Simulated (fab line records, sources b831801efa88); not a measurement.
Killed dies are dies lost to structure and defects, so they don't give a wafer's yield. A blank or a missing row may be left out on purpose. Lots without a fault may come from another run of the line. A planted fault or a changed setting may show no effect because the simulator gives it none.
Problem report in the 8D (eight disciplines) form, filled by code | flow sky130 | the parts of the form that need people (team, actions taken, sign-off) are left out

1. THE PROBLEM
spin_speed_rpm at SKY_POLY_GATE_COAT_08 reads a mean of 3260.2 rpm on 6 wafers of 2 lots; wafers without a fault read 3000.0 rpm with a standard deviation of 2.2. That is +99 or more standard deviations from the usual mean.
The step: resist thk 450 nm.
First seen on wafer L533.1, day 21 21:00, on litho_track-04. The record holds 33 wafers of 11 lots with a number at this step. Rule for "out", or "out of limits": more than 4 standard deviations from the usual mean. The other wafers with a number count as sound.

2. WHAT IT IS AND WHAT IT IS NOT
question                    | is                     | is not
which readings at this step | spin_speed_rpm         | -
which lots                  | L533, L534             | L516, L519, L521, L522, L523, L524, L525, L528, L535
which wafers of those lots  | all that have a number | -
read on which tools         | litho_track-04         | litho_track-01, litho_track-03
when                        | from day 21 21:00      | up to then (24 sound wafers); but 3 sound wafers of L535 came after

3. SUSPECTS, AND WHAT RULES EACH OUT
Counting: a tool at a process step up to the reading stays a suspect if it ran every lot that is out and no sound lot after the first of them.
- litho_track-04 at SKY_POLY_GATE_COAT_08 (resist thk 450 nm): kept. It ran every lot that is out, first L533 (day 21 21:00), and no sound lot after that; its last sound lot up to then is L523 (day 18 12:00). Its own readings are out on those wafers: spin_speed_rpm.
Left after counting: litho_track-04 at SKY_POLY_GATE_COAT_08.

4. THE CAUSE (what the simulator had put in)
Process parameter drift: litho_track-04, from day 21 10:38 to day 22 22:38, at SKY_POLY_GATE_COAT_08. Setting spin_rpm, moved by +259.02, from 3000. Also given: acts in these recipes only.
Counting left only this tool.

5. THE CHAIN OF EFFECTS, in route order
Each row: a reading whose mean over the struck wafers that have a number lies more than 3 standard deviations from the usual. Only readings for which the record gives a usual standard deviation are gone through. hours: the time from each lot's start at the first step in this table that gives one to its start at this step, as a median over the lots. sigmas: the change in usual standard deviations.
hours | step                   | reading                  | usual      | on struck wafers | change | sigmas
0     | SKY_POLY_GATE_COAT_08  | spin_speed_rpm           | 3000.0 rpm | 3260.2           | +260.2 | +99 or more
16    | SKY_POLY_GATE_STRIP_18 | strip_time_to_endpoint_s | 3.18 s     | 2.98             | -0.20  | -5.1
The process steps in it:
- SKY_POLY_GATE_COAT_08: resist thk 450 nm.
- SKY_POLY_GATE_STRIP_18: strips in O2/N2.

6. WHAT WOULD HAVE CAUGHT IT SOONER
In this record the first reading out of limits was taken at day 21 21:00, 10 hours after the fault began at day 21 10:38.
